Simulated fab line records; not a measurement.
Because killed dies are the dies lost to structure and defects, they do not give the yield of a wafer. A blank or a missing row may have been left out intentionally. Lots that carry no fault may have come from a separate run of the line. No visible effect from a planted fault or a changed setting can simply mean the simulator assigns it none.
Which tool was responsible? -- flow gf180mcu -- 13 lots, 39 wafers sampled, at 4 steps of a route of 602

## WHAT THE GAUGES READ, wafer by wafer
GF_V5_BOW_MEAS_05.
lot,measured,on,V5_BOW (um)
L635,day 26 19:14,film_metro-01,124 120 127
L636,day 26 20:35,film_metro-03,127 127 116
L637,day 27 08:37,film_metro-04,125 132 130
L641,day 28 07:16,film_metro-03,138 145 136
L643,day 28 22:37,film_metro-04,120 114 126
L647,day 30 04:18,film_metro-03,148 145 144
L649,day 30 10:23,film_metro-01,155 147 149
L648,day 30 13:07,film_metro-04,142 142 143
L651,day 31 04:55,film_metro-01,127 124 130
L652,day 31 11:32,film_metro-01,123 125 120
L653,day 31 15:55,film_metro-03,130 139 149
L655,day 32 07:56,film_metro-04,138 131 140
L658,day 32 20:32,film_metro-04,138 130 129

GF_V5_CD_MEAS_14: the cd target is 260 nm.
lot,measured,on,cd_nm (nm)
L635,day 27 14:58,cd_sem-01,260.7 261.3 259.8
L636,day 27 16:40,cd_sem-02,259.6 261.2 261.2
L637,day 28 04:47,cd_sem-01,260.0 259.8 260.0
L641,day 29 02:56,cd_sem-02,258.7 259.6 259.6
L643,day 29 17:41,cd_sem-02,260.4 261.0 262.0
L647,day 30 21:37,cd_sem-01,260.9 261.2 260.4
L649,day 31 04:59,cd_sem-02,261.9 260.3 261.2
L648,day 31 06:34,cd_sem-01,261.3 260.9 261.2
L651,day 31 22:22,cd_sem-01,259.3 259.9 261.2
L652,day 32 04:19,cd_sem-01,260.3 260.1 259.0
L653,day 32 08:37,cd_sem-01,258.4 258.8 259.2
L655,day 33 00:21,cd_sem-01,259.4 258.4 258.9
L658,day 33 12:35,cd_sem-02,259.8 258.5 260.6

GF_V5_THK_MEAS_25: measures by xrf.
lot,measured,on,V5_W_THK (nm)
L635,day 27 16:08,film_metro-04,360 364 354
L636,day 27 17:50,film_metro-03,360 357 361
L637,day 28 05:57,film_metro-04,360 353 355
L641,day 29 04:05,film_metro-04,369 368 361
L643,day 29 18:53,film_metro-03,362 361 358
L647,day 30 22:47,film_metro-01,358 360 359
L649,day 31 06:09,film_metro-04,360 353 359
L648,day 31 07:44,film_metro-01,353 354 352
L651,day 31 23:33,film_metro-01,344 354 351
L652,day 32 05:27,film_metro-04,366 368 367
L653,day 32 09:48,film_metro-04,364 374 364
L655,day 33 01:36,film_metro-04,356 355 367
L658,day 33 13:46,film_metro-01,355 355 359

## EACH LOT AND THE TOOL THAT RAN IT (in order: tool; ch and the chambers of the sampled wafers; start)
lot,GF_V5_CMP_04
L635,"cmp-01 ch 1,2,3, day 26 19:01"
L636,"cmp-02 ch 0,2,3, day 26 20:19"
L637,"cmp-01 ch 0,1,2, day 27 08:23"
L641,"cmp-01 ch 0,3, day 28 06:57"
L643,"cmp-02 ch 0,2,3, day 28 22:19"
L647,"cmp-02 ch 1,3, day 30 04:03"
L649,"cmp-01 ch 1,2,3, day 30 10:10"
L648,"cmp-01 ch 1,2,3, day 30 12:58"
L651,"cmp-01 ch 0,2, day 31 04:37"
L652,"cmp-01 ch 1,2,3, day 31 11:16"
L653,"cmp-01 ch 0,1,3, day 31 15:37"
L655,"cmp-01 ch 0,1, day 32 07:36"
L658,"cmp-02 ch 1,2, day 32 20:13"
- GF_V5_CMP_04: polishes SiO2.

## WHAT THE TOOLS THEMSELVES READ (means of the sampled wafers that have a number; where no wafer has one, the mark that the record gives instead)
GF_V5_CMP_04.
lot,tool,motor_current_A (A),retaining_ring_pressure_frac
L635,cmp-01,11.0,1.002
L636,cmp-02,12.1,0.997
L637,cmp-01,11.2,0.995
L641,cmp-01,12.8,1.002
L643,cmp-02,11.5,1.002
L647,cmp-02,12.8,0.999
L649,cmp-01,11.6,0.997
L648,cmp-01,11.8,1.002
L651,cmp-01,11.6,1.002
L652,cmp-01,11.5,1.001
L653,cmp-01,12.2,1.000
L655,cmp-01,12.4,1.000
L658,cmp-02,13.1,1.001

## THE ANSWER, worked out from the rows above alone
Rule: the lots themselves supply what counts as usual. Put in order of their means at a reading, lots are off if they are a third of the lots or fewer, leave a main group of 4 or more, and stand apart from it by a gap of 3 or more times the standard deviation of the main group's means; of several such gaps the widest counts. If all means in a main group match to the digits the tables above print for the reading, that group is not used. Also off: a lot with no number at a reading for which 4 or more lots have one. The other lots that the step has rows for count as sound. First the gauges in route order, then the tools' own readings, where a lot's mean is used as printed above. The first step at which some lot is off is used, and at that step the reading that is off furthest; a lot without a number counts as furthest.
Across all readings shown, no lot is off: no conclusion can be drawn from this.

## WHAT THE SIMULATOR HAD PUT IN
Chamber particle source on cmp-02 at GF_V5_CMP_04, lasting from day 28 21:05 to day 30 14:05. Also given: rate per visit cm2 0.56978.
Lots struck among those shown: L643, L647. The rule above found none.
